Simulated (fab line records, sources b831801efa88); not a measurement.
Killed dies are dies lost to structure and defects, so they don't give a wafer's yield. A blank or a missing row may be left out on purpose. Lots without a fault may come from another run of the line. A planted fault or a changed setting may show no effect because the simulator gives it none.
Chamber matching | flow sky130 | SKY_VIA1_ETCH_15 on rie_diel-04: 4 sister chambers
The step etches SiO2 in C4F8/O2/Ar, stops on TiN, target depth 351 nm, time 54 s. 20 wafers are shown with their chamber, then 10 later ones without.

WAFERS WITH THEIR CHAMBER
wafer  | chamber | oes_product_au (a.u.)
L077.3 | 0       | 0.978
L077.5 | 3       | 0.980
L077.6 | 2       | 0.993
L080.1 | 0       | 0.979
L080.3 | 2       | 0.983
L080.5 | 1       | 0.990
L086.4 | 1       | 0.978
L086.5 | 0       | 0.987
L086.6 | 3       | 0.980
L088.1 | 0       | 0.979
L088.2 | 2       | 0.990
L088.3 | 3       | 0.987
L090.2 | 3       | 0.982
L090.3 | 0       | 0.980
L090.5 | 2       | 0.981
L092.2 | 1       | 0.987
L092.5 | 3       | 0.991
L092.6 | 0       | 0.985
L096.1 | 0       | 0.983
L096.2 | 1       | 0.987

SIGNATURES (means of the wafers above)
reading        | chamber 0 | chamber 1 | chamber 2 | chamber 3 | scatter within a chamber
oes_product_au | 0.98157   | 0.98550   | 0.98675   | 0.98400   | 0.00463
Rule: a wafer's distance from a chamber is the root of the sum, over the readings, of the square of ((its reading less the chamber's mean) divided by the reading's scatter). The wafer belongs to the nearest chamber; if the next one is less than 2 further off, it can't be placed. The scatter: the root of (the sum of the squares of (reading less its chamber's mean) over the shown wafers, divided by (wafers less chambers)).

WAFERS WITHOUT THEIR CHAMBER
wafer  | oes_product_au (a.u.)
L096.3 | 0.976
L096.4 | 0.988
L096.5 | 0.985
L096.6 | 0.985
L097.1 | 0.987
L097.2 | 0.987
L097.3 | 0.984
L097.4 | 0.991
L097.5 | 0.984
L097.6 | 0.975

WHICH CHAMBER EACH WENT THROUGH
wafer  | from the rows above               | in truth
L096.3 | can't be placed: 0 or 3 or 1 or 2 | 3
L096.4 | can't be placed: 2 or 1 or 3 or 0 | 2
L096.5 | can't be placed: 1 or 3 or 2 or 0 | 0
L096.6 | can't be placed: 1 or 3 or 2 or 0 | 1
L097.1 | can't be placed: 2 or 1 or 3 or 0 | 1
L097.2 | can't be placed: 2 or 1 or 3 or 0 | 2
L097.3 | can't be placed: 3 or 1 or 0 or 2 | 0
L097.4 | can't be placed: 2 or 1 or 3 or 0 | 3
L097.5 | can't be placed: 3 or 1 or 0 or 2 | 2
L097.6 | can't be placed: 0 or 3 or 1 or 2 | 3
Placed correctly: 0 of 10. Can't be placed from these rows: 10 (the true chamber is among the candidates in 10). Placed wrongly: 0.
